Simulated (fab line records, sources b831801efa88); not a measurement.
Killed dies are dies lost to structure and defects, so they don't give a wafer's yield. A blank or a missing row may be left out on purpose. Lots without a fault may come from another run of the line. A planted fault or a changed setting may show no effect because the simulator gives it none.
fab line records | flow sky130
record lots=5 wafers=15 last_day=50
route steps=708 shown POLY_CUT@318 SD_P@320 RES_XHIGH@332 SD_N@342
lots that met no fault: from a run of the same line without faults
start_h: hours from the record's first day to the start of the lot's first wafer shown | wait_h: hours since the lot's step before | " the same as in the row above | L1.1+2: a row that stands for several wafers | - no value, or no start given | * or withheld: withheld | < > ~ a bound
route shown NAME@n: a module of which the file shows steps, and the number in the route of the first | usual: mean/standard deviation of fault-free wafers | same: alike in all rows | chamber/n: place in a boat | sites: the reading at each site | _std_site: their standard deviation | _edge_site: outer sites' mean less inner sites' | radius_mm: how far each site lies from the wafer's centre | mask NAME#n: copy n | behind: the tool/chamber that last shaped the wafer | hold: why the lot was held/for how many hours/how that ended | device: the transistor (n, p or np) that didn't switch | end of line: the same wafers' tests at the end of the route | a step without rows: its recipe alone | killed: dies lost to structure and defects at the first sort, not the wafer's yield | map: a wafer's dies, x killed, . not, _ none there
set.NAME: the setting as run; set.NAME@STEP: as run at that earlier step | model.NAME: the simulator's own value behind a step, which no gauge read
lots at some steps of the route; a table a step, a row a wafer
services: from which hour (start_h, from the record's first day; less than 0 if before it) a tool's chamber was out of use, for how many hours, and why
## steps
# step SKY_POLY_CUT_ETCH_11
# recipe target=Si3N4 chemistry=CF4/CH2F2/Ar stop_on=poly-Si source_w=600 bias_w=150 pressure_mtorr=40 cf4_flow_sccm=40 ch2f2_flow_sccm=20 Ar_flow_sccm=150 time_s=42.5 target_depth_a=600
# usual drypump_motor_current_A=5.7/0.36 oes_product_au=0.828/0.0064 rf_fwd_power_W=594.0/2.6 throttle_valve_pct=14.993/0.0087
# columns lot.wafer tool chamber start_h wait_h drypump_motor_current_A oes_product_au rf_fwd_power_W rf_hours_counter_h throttle_valve_pct
L074.2 rie_diel-04 2 556.48 0.0 5.5 0.820 592.2 66 14.990
L074.4 " 1 " " 5.5 0.830 593.0 1 15.004
L074.6 " 3 " " 5.5 0.827 595.4 - 14.994
L087.1 rie_diel-02 3 672.66 0.0 6.1 0.826 599.4 16 14.998
L087.4 " 0 " " 6.0 0.840 597.4 19 14.985
L087.6 " 3 " " 6.2 0.825 599.2 - 14.996
L088.1 rie_diel-04 3 700.21 0.0 5.4 0.827 594.1 14 14.992
L088.3 " 1 " " 5.5 0.824 592.9 3 15.005
L088.4 " 2 " " 5.5 0.824 592.3 1 14.979
L093.3 rie_diel-04 0 733.41 0.0 6.2 0.826 594.8 15 14.988
L093.4 " 3 " " 5.4 0.835 593.5 15 14.989
L093.5 " 3 " " 5.4 0.824 593.2 - 15.003
L097.1 rie_diel-04 0 762.30 0.0 6.2 0.829 589.7 16 15.009
L097.2 " 3 " " 5.5 0.821 593.8 15 14.983
L097.3 " 2 " " 5.5 0.831 587.7 3 14.989
# step SKY_POLY_CUT_STRIP_12
# recipe chemistry=O2/N2 power_w=1400 pressure_mtorr=1500 platen_temp_c=withheld o2_flow_sccm=3000 n2_flow_sccm=300 overash_fraction=0.5
# usual drypump_motor_current_A=5.63/0.28 n2_flow_sccm=300.0/0.91 oes_product_au=0.453/0.0042 strip_time_to_endpoint_s=5.367/0.016
# same overash_fraction=0.5
# columns lot.wafer tool chamber start_h wait_h drypump_motor_current_A n2_flow_sccm oes_product_au rf_hours_counter_h strip_time_to_endpoint_s
L074.2 plasma_asher-03 1 556.52 0.0 5.73 300.3 0.449 15 5.353
L074.4 " 1 " " 5.76 300.3 0.451 - 5.371
L074.6 " 0 " " 5.33 301.5 0.459 - 5.391
L087.1 plasma_asher-02 0 672.70 0.0 5.25 299.3 0.457 52 5.401
L087.4 " 1 " " 5.61 300.6 0.455 - 5.377
L087.6 " 1 " " 5.61 301.0 0.456 - 5.419
L088.1 plasma_asher-04 0 700.25 0.0 5.72 300.5 0.454 89 5.382
L088.3 " 0 " " 5.74 299.7 0.454 - 5.364
L088.4 " 1 " " 6.11 300.8 0.449 - 5.357
L093.3 plasma_asher-02 1 733.49 0.1 5.60 301.2 0.443 - 5.366
L093.4 " 0 " " 5.28 300.8 0.449 - 5.359
L093.5 " 0 " " 5.31 299.8 0.448 - 5.362
L097.1 plasma_asher-04 1 762.34 0.0 6.08 301.1 0.451 96 5.333
L097.2 " 0 " " 5.67 301.3 0.451 96 5.320
L097.3 " 1 " " 6.10 300.3 0.459 - 5.350
# step SKY_SD_P_DEHYDRATE_00
# recipe temp_c=200 time_s=60
# usual heater_power_total_W=160.37/0.12
# columns lot.wafer tool chamber start_h wait_h heater_power_total_W
L074.2 litho_track-04 0 572.16 15.6 160.13
L074.4 " 0 " " 160.46
L074.6 " 0 " " 160.38
L087.1 litho_track-01 0 685.13 12.4 160.34
L087.4 " 0 " " 160.26
L087.6 " 0 " " 160.34
L088.1 litho_track-04 0 712.29 12.0 160.40
L088.3 " 0 " " 160.44
L088.4 " 0 " " 160.36
L093.3 litho_track-03 0 746.82 13.3 160.35
L093.4 " 0 " " 160.35
L093.5 " 0 " " 160.27
L097.1 litho_track-03 0 775.72 13.3 160.38
L097.2 " 0 " " 160.30
L097.3 " 0 " " 160.34
# step SKY_SD_P_HMDS_01
# recipe prime_time_s=60 prime_temp_c=120
# columns lot.wafer tool chamber start_h wait_h
L074.2+4+6 litho_track-04 0 572.31 0.1
L087.1+4+6 litho_track-01 0 685.28 0.1
L088.1+3+4 litho_track-04 0 712.44 0.1
L093.3+4+5 litho_track-03 0 746.97 0.1
L097.1+2+3 litho_track-03 0 775.87 0.1
# step SKY_SD_P_COAT_02
# recipe resist=NOVOLAK spin_rpm=3000 resist_thk_nm=1140
# columns lot.wafer tool chamber start_h wait_h
L074.2+4+6 litho_track-04 0 572.46 0.1
L087.1+4+6 litho_track-01 0 685.43 0.1
L088.1+3+4 litho_track-04 0 712.59 0.1
L093.3+4+5 litho_track-03 0 747.12 0.1
L097.1+2+3 litho_track-03 0 776.02 0.1
# step SKY_SD_P_SOFTBAKE_03
# recipe temp_c=90.94 time_s=60 resist=NOVOLAK
# usual heater_power_total_W=57.43/0.047
# columns lot.wafer tool chamber start_h wait_h heater_power_total_W
L074.2 litho_track-04 0 572.61 0.1 57.49
L074.4 " 0 " " 57.38
L074.6 " 0 " " 57.50
L087.1 litho_track-01 0 685.58 0.1 57.46
L087.4 " 0 " " 57.46
L087.6 " 0 " " 57.45
L088.1 litho_track-04 0 712.74 0.1 57.44
L088.3 " 0 " " 57.41
L088.4 " 0 " " 57.49
L093.3 litho_track-03 0 747.27 0.1 57.40
L093.4 " 0 " " 57.41
L093.5 " 0 " " 57.36
L097.1 litho_track-03 0 776.17 0.1 57.42
L097.2 " 0 " " 57.46
L097.3 " 0 " " 57.31
# step SKY_SD_P_EXPOSE_04
# recipe mask_id=PSDM na=0.6 source_shape=conventional sigma_outer=0.6 polarization=unpolarized target_cd_nm=380 dose_mj=138
# columns lot.wafer tool chamber start_h wait_h mask
L074.2+4+6 iline_stepper-02 0 - - PSDM#0
L087.1+4+6 iline_stepper-01 0 - - PSDM#0
L088.1+3+4 iline_stepper-01 0 - - PSDM#0
L093.3+4+5 iline_stepper-02 0 - - PSDM#0
L097.1+2+3 iline_stepper-02 0 - - PSDM#0
# step SKY_SD_P_PEB_05
# recipe temp_c=withheld time_s=* resist=NOVOLAK
# columns lot.wafer tool chamber start_h wait_h
L074.2+4+6 litho_track-01 0 - -
L087.1+4+6 litho_track-04 0 - -
L088.1+3+4 litho_track-04 0 - -
L093.3+4+5 litho_track-03 0 - -
L097.1+2+3 litho_track-01 0 - -
# step SKY_SD_P_DEVELOP_06
# recipe resist=NOVOLAK developer=TMAH develop_time_s=60 dev_temp_c=23
# columns lot.wafer tool chamber start_h wait_h
L074.2+4+6 litho_track-01 0 585.01 0.1
L087.1+4+6 litho_track-04 0 700.74 0.1
L088.1+3+4 litho_track-04 0 727.69 0.1
L093.3+4+5 litho_track-03 0 760.82 0.1
L097.1+2+3 litho_track-01 0 789.48 0.1
# step SKY_SD_P_CD_MEAS_07
# recipe target_cd_nm=380
# usual cd_nm=380.4/2.7
# columns lot.wafer tool chamber start_h wait_h cd_nm
L074.2 cd_sem-01 - 585.15 0.1 377.4
L074.4 " - " " 379.8
L074.6 " - " " 380.6
L087.1 cd_sem-02 - 700.89 0.1 380.2
L087.4 " - " " 380.8
L087.6 " - " " 379.1
L088.1 cd_sem-02 - 727.84 0.1 380.8
L088.3 " - " " 377.0
L088.4 " - " " 378.6
L093.3 cd_sem-02 - 760.96 0.1 378.1
L093.4 " - " " 378.1
L093.5 " - " " 378.7
L097.1 cd_sem-01 - 789.63 0.1 379.5
L097.2 " - " " 379.9
L097.3 " - " " 377.0
# step SKY_SD_P_OVL_MEAS_08
# usual SD_P_OVL=-0.3/1.3
# columns lot.wafer tool chamber start_h wait_h SD_P_OVL[nm]
L074.2 overlay-01 - 585.26 0.1 0.3
L074.4 " - " " -2.7
L074.6 " - " " -0.3
L087.1 overlay-02 - 701.01 0.1 -0.5
L087.4 " - " " -1.5
L087.6 " - " " -0.2
L088.1 overlay-02 - 727.96 0.1 -0.4
L088.3 " - " " 0.1
L088.4 " - " " -1.1
L093.3 overlay-01 - 761.05 0.1 -0.4
L093.4 " - " " -1.2
L093.5 " - " " -3.1
L097.1 overlay-02 - 789.75 0.1 -0.1
L097.2 " - " " -0.4
L097.3 " - " " 0.9
# step SKY_SD_P_IMPLANT_09
# recipe species=BF2 energy_kev=20 dose_cm2=3e+15 tilt_deg=0
# columns lot.wafer tool chamber start_h wait_h
L074.2+4+6 implanter-03 0 585.32 0.0
L087.1+4+6 implanter-01 0 701.04 0.0
L088.1+3+4 implanter-01 0 727.99 0.0
L093.3+4+5 implanter-01 0 761.13 0.1
L097.1+2+3 implanter-03 0 789.79 0.0
# step SKY_SD_P_STRIP_10
# recipe chemistry=O2/N2 power_w=1400 pressure_mtorr=1500 platen_temp_c=withheld o2_flow_sccm=3000 n2_flow_sccm=300 overash_fraction=0.5
# usual drypump_motor_current_A=5.7/0.41 n2_flow_sccm=300.0/0.79 oes_product_au=0.618/0.0044 strip_time_to_endpoint_s=17.47/0.033
# same overash_fraction=0.5
# columns lot.wafer tool chamber start_h wait_h drypump_motor_current_A n2_flow_sccm oes_product_au rf_hours_counter_h strip_time_to_endpoint_s
L074.2 plasma_asher-01 1 585.44 0.1 6.6 300.5 0.618 88 17.45
L074.4 " 0 " " 5.7 299.5 0.614 - 17.46
L074.6 " 0 " " 5.7 299.0 0.622 - 17.45
L087.1 plasma_asher-01 0 701.19 0.1 5.7 300.0 0.607 97 17.48
L087.4 " 1 " " 6.6 299.5 0.612 - 17.47
L087.6 " 0 " " 5.7 300.6 0.615 - 17.46
L088.1 plasma_asher-03 0 728.14 0.1 5.3 300.3 0.623 32 17.51
L088.3 " 1 " " 5.7 299.7 0.618 - 17.53
L088.4 " 0 " " 5.3 300.7 0.613 - 17.56
L093.3 plasma_asher-02 1 761.26 0.1 5.6 300.7 0.622 - 17.44
L093.4 " 0 " " 5.3 301.1 0.611 - 17.44
L093.5 " 0 " " 5.2 300.9 0.624 - 17.47
L097.1 plasma_asher-01 1 789.94 0.1 6.6 300.1 0.615 4 17.43
L097.2 " 0 " " 5.7 300.1 0.626 4 17.46
L097.3 " 1 " " 6.6 299.5 0.623 - 17.45
# step SKY_SD_P_TW_MEAS_11
# usual SD_P_TW=2832/11
# columns lot.wafer tool chamber start_h wait_h SD_P_TW
L074.2 film_metro-01 - 585.55 0.1 2818
L074.4 " - " " 2805
L074.6 " - " " 2806
L087.1 film_metro-01 - 701.36 0.1 2826
L087.4 " - " " 2837
L087.6 " - " " 2836
L088.1 film_metro-03 - 728.25 0.1 2827
L088.3 " - " " 2821
L088.4 " - " " 2853
L093.3 film_metro-03 - 761.35 0.1 2841
L093.4 " - " " 2827
L093.5 " - " " 2845
L097.1 film_metro-02 - 790.04 0.1 2851
L097.2 " - " " 2852
L097.3 " - " " 2858
# step SKY_RES_XHIGH_DEHYDRATE_00
# recipe temp_c=200 time_s=60
# usual heater_power_total_W=160.38/0.12
# columns lot.wafer tool chamber start_h wait_h heater_power_total_W
L074.2 litho_track-02 0 601.16 15.6 160.20
L074.4 " 0 " " 160.20
L074.6 " 0 " " 160.16
L087.1 litho_track-02 0 713.28 11.9 160.68
L087.4 " 0 " " 160.27
L087.6 " 0 " " 160.42
L088.1 litho_track-04 0 740.24 12.0 160.43
L088.3 " 0 " " 160.45
L088.4 " 0 " " 160.55
L093.3 litho_track-04 0 772.84 11.5 160.35
L093.4 " 0 " " 160.35
L093.5 " 0 " " 160.56
L097.1 litho_track-03 0 801.67 11.6 160.18
L097.2 " 0 " " 160.37
L097.3 " 0 " " 160.39
# step SKY_RES_XHIGH_HMDS_01
# recipe prime_time_s=60 prime_temp_c=120
# columns lot.wafer tool chamber start_h wait_h
L074.2+4+6 litho_track-02 0 601.31 0.1
L087.1+4+6 litho_track-02 0 713.43 0.1
L088.1+3+4 litho_track-04 0 740.39 0.1
L093.3+4+5 litho_track-04 0 772.99 0.1
L097.1+2+3 litho_track-03 0 801.82 0.1
# step SKY_RES_XHIGH_COAT_02
# recipe resist=NOVOLAK spin_rpm=3000 resist_thk_nm=1140
# columns lot.wafer tool chamber start_h wait_h
L074.2+4+6 litho_track-02 0 601.46 0.1
L087.1+4+6 litho_track-02 0 713.58 0.1
L088.1+3+4 litho_track-04 0 740.54 0.1
L093.3+4+5 litho_track-04 0 773.14 0.1
L097.1+2+3 litho_track-03 0 801.97 0.1
# step SKY_RES_XHIGH_SOFTBAKE_03
# recipe temp_c=90 time_s=60 resist=NOVOLAK
# usual heater_power_total_W=56.60/0.043
# columns lot.wafer tool chamber start_h wait_h heater_power_total_W
L074.2 litho_track-02 0 601.61 0.1 56.60
L074.4 " 0 " " 56.66
L074.6 " 0 " " 56.61
L087.1 litho_track-02 0 713.73 0.1 56.62
L087.4 " 0 " " 56.60
L087.6 " 0 " " 56.61
L088.1 litho_track-04 0 740.69 0.1 56.63
L088.3 " 0 " " 56.58
L088.4 " 0 " " 56.59
L093.3 litho_track-04 0 773.29 0.1 56.62
L093.4 " 0 " " 56.61
L093.5 " 0 " " 56.58
L097.1 litho_track-03 0 802.12 0.1 56.59
L097.2 " 0 " " 56.67
L097.3 " 0 " " 56.56
# step SKY_RES_XHIGH_EXPOSE_04
# recipe mask_id=URPM na=0.6 source_shape=conventional sigma_outer=0.6 polarization=unpolarized target_cd_nm=1270 dose_mj=140
# columns lot.wafer tool chamber start_h wait_h mask
L074.2+4+6 iline_stepper-02 0 - - URPM#0
L087.1+4+6 iline_stepper-01 0 - - URPM#0
L088.1+3+4 iline_stepper-01 0 - - URPM#0
L093.3+4+5 iline_stepper-01 0 - - URPM#0
L097.1+2+3 iline_stepper-02 0 - - URPM#0
# step SKY_RES_XHIGH_PEB_05
# recipe temp_c=withheld time_s=* resist=NOVOLAK
# columns lot.wafer tool chamber start_h wait_h
L074.2+4+6 litho_track-04 0 - -
L087.1+4+6 litho_track-03 0 - -
L088.1+3+4 litho_track-03 0 - -
L093.3+4+5 litho_track-04 0 - -
L097.1+2+3 litho_track-04 0 - -
# step SKY_RES_XHIGH_DEVELOP_06
# recipe resist=NOVOLAK developer=TMAH develop_time_s=60 dev_temp_c=23
# columns lot.wafer tool chamber start_h wait_h
L074.2+4+6 litho_track-04 0 614.86 0.1
L087.1+4+6 litho_track-03 0 729.07 0.1
L088.1+3+4 litho_track-03 0 756.17 0.1
L093.3+4+5 litho_track-04 0 787.74 0.1
L097.1+2+3 litho_track-04 0 816.19 0.1
# step SKY_RES_XHIGH_IMPLANT_07
# recipe species=BF2 energy_kev=20 dose_cm2=3.624e+14 tilt_deg=0
# columns lot.wafer tool chamber start_h wait_h
L074.2+4+6 implanter-02 0 615.01 0.1
L087.1+4+6 implanter-02 0 729.22 0.1
L088.1+3+4 implanter-01 0 756.32 0.1
L093.3+4+5 implanter-02 0 787.89 0.1
L097.1+2+3 implanter-01 0 816.34 0.1
# step SKY_RES_XHIGH_STRIP_08
# recipe chemistry=O2/N2 power_w=1400 pressure_mtorr=1500 platen_temp_c=withheld o2_flow_sccm=3000 n2_flow_sccm=300 overash_fraction=0.5
# usual drypump_motor_current_A=5.9/0.45 n2_flow_sccm=299.9/0.9 oes_product_au=0.710/0.0044 strip_time_to_endpoint_s=14.29/0.044
# same overash_fraction=0.5
# columns lot.wafer tool chamber start_h wait_h drypump_motor_current_A n2_flow_sccm oes_product_au rf_hours_counter_h strip_time_to_endpoint_s
L074.2 plasma_asher-01 0 615.14 0.1 5.7 301.4 0.711 91 14.32
L074.4 " 0 " " 5.8 299.2 0.705 - 14.35
L074.6 " 1 " " 6.5 299.0 0.714 - 14.38
L087.1 plasma_asher-01 1 729.37 0.1 6.6 299.3 0.712 100 14.29
L087.4 " 0 " " 5.8 300.5 0.715 - 14.29
L087.6 " 0 " " 5.7 300.5 0.710 - 14.27
L088.1 plasma_asher-02 1 756.47 0.1 5.6 301.8 0.719 60 14.25
L088.3 " 1 " " 5.6 301.1 0.708 - 14.28
L088.4 " 0 " " 5.2 300.8 0.713 - 14.28
L093.3 plasma_asher-01 1 788.02 0.1 6.6 298.3 0.705 - 14.22
L093.4 " 0 " " 5.7 300.5 0.705 - 14.22
L093.5 " 0 " " 5.7 299.6 0.714 - 14.22
L097.1 plasma_asher-02 0 816.49 0.1 5.3 299.8 0.709 66 14.32
L097.2 " 1 " " 5.6 300.2 0.712 66 14.33
L097.3 " 1 " " 5.6 298.9 0.708 - 14.35
# step SKY_RES_XHIGH_TW_MEAS_09
# usual RES_XHIGH_TW=1650/7.5
# columns lot.wafer tool chamber start_h wait_h RES_XHIGH_TW
L074.2 film_metro-03 - 615.25 0.1 1650
L074.4 " - " " 1657
L074.6 " - " " 1657
L087.1 film_metro-03 - 729.47 0.1 1657
L087.4 " - " " 1647
L087.6 " - " " 1655
L088.1 film_metro-03 - 756.57 0.1 1655
L088.3 " - " " 1652
L088.4 " - " " 1645
L093.3 film_metro-02 - 788.11 0.1 1644
L093.4 " - " " 1650
L093.5 " - " " 1659
L097.1 film_metro-03 - 816.59 0.1 1646
L097.2 " - " " 1646
L097.3 " - " " 1659
# step SKY_SD_N_DEHYDRATE_00
# recipe temp_c=200 time_s=60
# usual heater_power_total_W=160.39/0.13
# columns lot.wafer tool chamber start_h wait_h heater_power_total_W
L074.2 litho_track-02 0 629.86 14.6 160.53
L074.4 " 0 " " 160.35
L074.6 " 0 " " 160.48
L087.1 litho_track-02 0 741.88 12.4 160.55
L087.4 " 0 " " 160.56
L087.6 " 0 " " 160.22
L088.1 litho_track-02 0 767.93 11.4 160.34
L088.3 " 0 " " 160.46
L088.4 " 0 " " 160.61
L093.3 litho_track-02 0 799.73 11.6 160.40
L093.4 " 0 " " 160.37
L093.5 " 0 " " 160.36
L097.1 litho_track-04 0 828.44 11.8 160.35
L097.2 " 0 " " 160.44
L097.3 " 0 " " 160.37
# step SKY_SD_N_HMDS_01
# recipe prime_time_s=60 prime_temp_c=120
# columns lot.wafer tool chamber start_h wait_h
L074.2+4+6 litho_track-02 0 630.01 0.1
L087.1+4+6 litho_track-02 0 742.03 0.1
L088.1+3+4 litho_track-02 0 768.08 0.1
L093.3+4+5 litho_track-02 0 799.88 0.1
L097.1+2+3 litho_track-04 0 828.59 0.1
# step SKY_SD_N_COAT_02
# recipe resist=NOVOLAK spin_rpm=3000 resist_thk_nm=1140
# columns lot.wafer tool chamber start_h wait_h
L074.2+4+6 litho_track-02 0 630.16 0.1
L087.1+4+6 litho_track-02 0 742.18 0.1
L088.1+3+4 litho_track-02 0 768.23 0.1
L093.3+4+5 litho_track-02 0 800.03 0.1
L097.1+2+3 litho_track-04 0 828.74 0.1
# step SKY_SD_N_SOFTBAKE_03
# recipe temp_c=90 time_s=60 resist=NOVOLAK
# usual heater_power_total_W=56.59/0.044
# columns lot.wafer tool chamber start_h wait_h heater_power_total_W
L074.2 litho_track-02 0 630.31 0.1 56.49
L074.4 " 0 " " 56.64
L074.6 " 0 " " 56.63
L087.1 litho_track-02 0 742.33 0.1 56.58
L087.4 " 0 " " 56.55
L087.6 " 0 " " 56.56
L088.1 litho_track-02 0 768.38 0.1 56.60
L088.3 " 0 " " 56.62
L088.4 " 0 " " 56.69
L093.3 litho_track-02 0 800.18 0.1 56.58
L093.4 " 0 " " 56.58
L093.5 " 0 " " 56.59
L097.1 litho_track-04 0 828.89 0.1 56.66
L097.2 " 0 " " 56.65
L097.3 " 0 " " 56.62
# step SKY_SD_N_EXPOSE_04
# recipe mask_id=NSDM na=0.6 source_shape=conventional sigma_outer=0.6 polarization=unpolarized target_cd_nm=380 dose_mj=141
# columns lot.wafer tool chamber start_h wait_h mask
L074.2+4+6 iline_stepper-01 0 - - NSDM#0
L087.1+4+6 iline_stepper-01 0 - - NSDM#0
L088.1+3+4 iline_stepper-01 0 - - NSDM#0
L093.3+4+5 iline_stepper-01 0 - - NSDM#0
L097.1+2+3 iline_stepper-02 0 - - NSDM#0
# step SKY_SD_N_PEB_05
# recipe temp_c=withheld time_s=* resist=NOVOLAK
# columns lot.wafer tool chamber start_h wait_h
L074.2+4+6 litho_track-04 0 - -
L087.1+4+6 litho_track-04 0 - -
L088.1+3+4 litho_track-02 0 - -
L093.3+4+5 litho_track-02 0 - -
L097.1+2+3 litho_track-01 0 - -
# step SKY_SD_N_DEVELOP_06
# recipe resist=NOVOLAK developer=TMAH develop_time_s=60 dev_temp_c=23
# columns lot.wafer tool chamber start_h wait_h
L074.2+4+6 litho_track-04 0 644.06 0.1
L087.1+4+6 litho_track-04 0 757.34 0.1
L088.1+3+4 litho_track-02 0 782.18 0.1
L093.3+4+5 litho_track-02 0 814.53 0.1
L097.1+2+3 litho_track-01 0 843.23 0.1
# step SKY_SD_N_CD_MEAS_07
# recipe target_cd_nm=380
# usual cd_nm=380.1/2.2
# columns lot.wafer tool chamber start_h wait_h cd_nm
L074.2 cd_sem-02 - 644.21 0.1 379.7
L074.4 " - " " 379.4
L074.6 " - " " 378.6
L087.1 cd_sem-01 - 757.49 0.1 379.6
L087.4 " - " " 379.0
L087.6 " - " " 379.9
L088.1 cd_sem-02 - 782.33 0.1 382.0
L088.3 " - " " 378.6
L088.4 " - " " 380.9
L093.3 cd_sem-01 - 814.67 0.1 379.7
L093.4 " - " " 378.0
L093.5 " - " " 379.4
L097.1 cd_sem-01 - 843.38 0.1 379.6
L097.2 " - " " 378.7
L097.3 " - " " 377.8
# step SKY_SD_N_OVL_MEAS_08
# usual SD_N_OVL=0.3/1.3
# columns lot.wafer tool chamber start_h wait_h SD_N_OVL[nm]
L074.2 overlay-02 - 644.31 0.1 -2.8
L074.4 " - " " -2.3
L074.6 " - " " -1.3
L087.1 overlay-01 - 757.61 0.1 1.1
L087.4 " - " " 1.0
L087.6 " - " " -0.6
L088.1 overlay-02 - 782.45 0.1 0.8
L088.3 " - " " 1.8
L088.4 " - " " 1.1
L093.3 overlay-02 - 814.77 0.1 -1.9
L093.4 " - " " 0.7
L093.5 " - " " 3.1
L097.1 overlay-01 - 843.50 0.1 1.3
L097.2 " - " " 2.5
L097.3 " - " " 3.2
# step SKY_SD_N_IMPLANT_09
# recipe species=As energy_kev=50 dose_cm2=4e+15 tilt_deg=0
# columns lot.wafer tool chamber start_h wait_h
L074.2+4+6 implanter-04 0 644.37 0.0
L087.1+4+6 implanter-02 0 757.64 0.0
L088.1+3+4 implanter-04 0 782.49 0.0
L093.3+4+5 implanter-03 0 814.84 0.1
L097.1+2+3 implanter-04 0 843.54 0.0
# step SKY_SD_N_IMPLANT_10
# recipe species=P energy_kev=20 dose_cm2=1e+14 tilt_deg=0
# columns lot.wafer tool chamber start_h wait_h
L074.2+4+6 implanter-04 0 644.52 0.1
L087.1+4+6 implanter-02 0 757.79 0.1
L088.1+3+4 implanter-04 0 782.64 0.1
L093.3+4+5 implanter-03 0 814.99 0.1
L097.1+2+3 implanter-04 0 843.69 0.1
# step SKY_SD_N_STRIP_11
# recipe chemistry=O2/N2 power_w=1400 pressure_mtorr=1500 platen_temp_c=withheld o2_flow_sccm=3000 n2_flow_sccm=300 overash_fraction=0.5
# usual drypump_motor_current_A=5.9/0.37 n2_flow_sccm=300.0/0.85 oes_product_au=0.528/0.0049 strip_time_to_endpoint_s=22.57/0.033
# same overash_fraction=0.5
# columns lot.wafer tool chamber start_h wait_h drypump_motor_current_A n2_flow_sccm oes_product_au rf_hours_counter_h strip_time_to_endpoint_s
L074.2 plasma_asher-03 0 644.64 0.1 5.3 300.8 0.526 24 22.62
L074.4 " 1 " " 5.7 301.6 0.531 - 22.58
L074.6 " 0 " " 5.3 299.9 0.529 - 22.62
L087.1 plasma_asher-01 0 757.94 0.1 5.8 299.1 0.536 1 22.63
L087.4 " 0 " " 5.7 300.7 0.524 - 22.59
L087.6 " 0 " " 5.7 300.2 0.532 - 22.58
L088.1 plasma_asher-03 1 782.79 0.1 5.8 298.8 0.532 37 22.56
L088.3 " 0 " " 5.3 300.8 0.527 - 22.57
L088.4 " 1 " " 5.7 301.2 0.530 - 22.57
L093.3 plasma_asher-04 1 815.12 0.1 6.1 299.6 0.529 - 22.60
L093.4 " 0 " " 5.7 299.8 0.524 - 22.63
L093.5 " 1 " " 6.1 300.0 0.530 - 22.56
L097.1 plasma_asher-01 1 843.84 0.1 6.6 301.2 0.528 10 22.56
L097.2 " 0 " " 5.8 301.2 0.526 10 22.60
L097.3 " 1 " " 6.6 299.8 0.527 - 22.57
# step SKY_SD_N_TW_MEAS_12
# usual SD_N_TW=3996/16
# columns lot.wafer tool chamber start_h wait_h SD_N_TW
L074.2 film_metro-01 - 644.75 0.1 3992
L074.4 " - " " 3989
L074.6 " - " " 3989
L087.1 film_metro-01 - 758.04 0.1 3962
L087.4 " - " " 3998
L087.6 " - " " 3973
L088.1 film_metro-01 - 782.89 0.1 4003
L088.3 " - " " 3985
L088.4 " - " " 3993
L093.3 film_metro-03 - 815.21 0.1 4020
L093.4 " - " " 4028
L093.5 " - " " 4017
L097.1 film_metro-03 - 843.94 0.1 3993
L097.2 " - " " 3996
L097.3 " - " " 3984
# step SKY_SD_N_CLEAN_13
# recipe chemistry=SC1/SC2 mix=1:4:20 temp_c=70 time_s=150 dry=n2_spin
# usual bath_guard_temp_C=69.9/0.41
# columns lot.wafer tool chamber start_h wait_h bath_guard_temp_C
L074.2 wet_bench-01 0 644.80 0.0 69.9
L074.4 " 0 " " 70.2
L074.6 " 0 " " 70.6
L087.1 wet_bench-04 3 758.10 0.1 70.5
L087.4 " 3 " " 70.4
L087.6 " 3 " " 70.4
L088.1 wet_bench-02 1 782.95 0.1 70.6
L088.3 " 1 " " 70.5
L088.4 " 1 " " 70.4
L093.3 wet_bench-02 0 815.25 0.0 70.1
L093.4 " 0 " " 70.1
L093.5 " 0 " " 70.3
L097.1 wet_bench-01 1 844.00 0.1 69.5
L097.2 " 1 " " 69.3
L097.3 " 1 " " 69.7
# step SKY_SD_N_RTA_14
# recipe temp_c=1075 time_s=2 idle_temp_c=650 ramp_up_c_per_s=150 ramp_down_c_per_s=90 ambient=N2
# usual lamp_power_pct=15.74/0.058 ramp_down_c_per_s=90.001/0.016 wafer_temp_C_max=1078.0/1.3
# columns lot.wafer tool chamber start_h wait_h lamp_power_pct ramp_down_c_per_s wafer_temp_C_max
L074.2 rtp_anneal-01 0 644.87 0.0 15.68 90.001 1078.1
L074.4 " 0 " " 15.67 90.045 1076.1
L074.6 " 0 " " 15.74 89.995 1079.8
L087.1 rtp_anneal-02 0 758.15 0.0 15.78 89.998 1079.8
L087.4 " 0 " " 15.76 89.996 1076.9
L087.6 " 0 " " 15.77 90.015 1076.8
L088.1 rtp_anneal-02 0 783.00 0.0 15.72 90.016 1078.1
L088.3 " 0 " " 15.70 89.984 1082.5
L088.4 " 0 " " 15.89 89.964 1078.3
L093.3 rtp_anneal-02 0 815.34 0.0 15.74 89.979 1078.0
L093.4 " 0 " " 15.71 90.025 1078.2
L093.5 " 0 " " 15.65 90.002 1076.9
L097.1 rtp_anneal-01 0 844.05 0.0 15.75 90.013 1080.8
L097.2 " 0 " " 15.73 90.014 1076.0
L097.3 " 0 " " 15.70 89.967 1077.5
# step SKY_SD_N_RS_MEAS_16
# recipe thk_meas_gauge=four-point-probe
# usual SD_N_RS=68.62/0.11
# columns lot.wafer tool chamber start_h wait_h SD_N_RS[ohm/sq]
L074.2 film_metro-03 - 645.05 0.1 68.66
L074.4 " - " " 68.70
L074.6 " - " " 68.74
L087.1 film_metro-03 - 758.33 0.1 68.59
L087.4 " - " " 68.54
L087.6 " - " " 68.80
L088.1 film_metro-01 - 783.17 0.1 68.50
L088.3 " - " " 68.65
L088.4 " - " " 68.60
L093.3 film_metro-03 - 815.58 0.1 68.36
L093.4 " - " " 68.44
L093.5 " - " " 68.60
L097.1 film_metro-03 - 844.30 0.1 68.85
L097.2 " - " " 68.69
L097.3 " - " " 68.70
## services
# columns tool chamber start_h hours kind
plasma_asher-02 - 538.81 0.7 repair
plasma_asher-01 - 544.78 4.2 repair
implanter-03 - 555.42 3.1 repair
iline_stepper-01 - 559.29 7.1 repair
implanter-02 - 563.97 3.8 repair
rie_diel-04 - 590.31 0.6 repair
iline_stepper-02 - 629.53 1.7 pm
rie_diel-04 1 631.02 8.9 repair
implanter-03 - 644.14 0.7 repair
iline_stepper-02 - 646.66 1.0 repair
iline_stepper-02 - 647.17 6.1 repair
implanter-03 - 653.66 3.2 repair
iline_stepper-01 - 697.04 1.7 pm
implanter-04 - 699.82 3.2 pm
implanter-02 - 703.01 2.8 pm
implanter-04 - 731.62 4.2 pm
implanter-01 - 733.27 6.8 repair
plasma_asher-01 - 733.75 9.0 pm
implanter-03 - 757.60 5.0 pm
implanter-04 - 760.55 15.3 repair
implanter-01 - 762.73 6.9 pm
implanter-01 - 786.59 10.9 repair
plasma_asher-03 - 801.79 5.6 repair
implanter-03 - 820.20 5.7 repair
## key
fault none
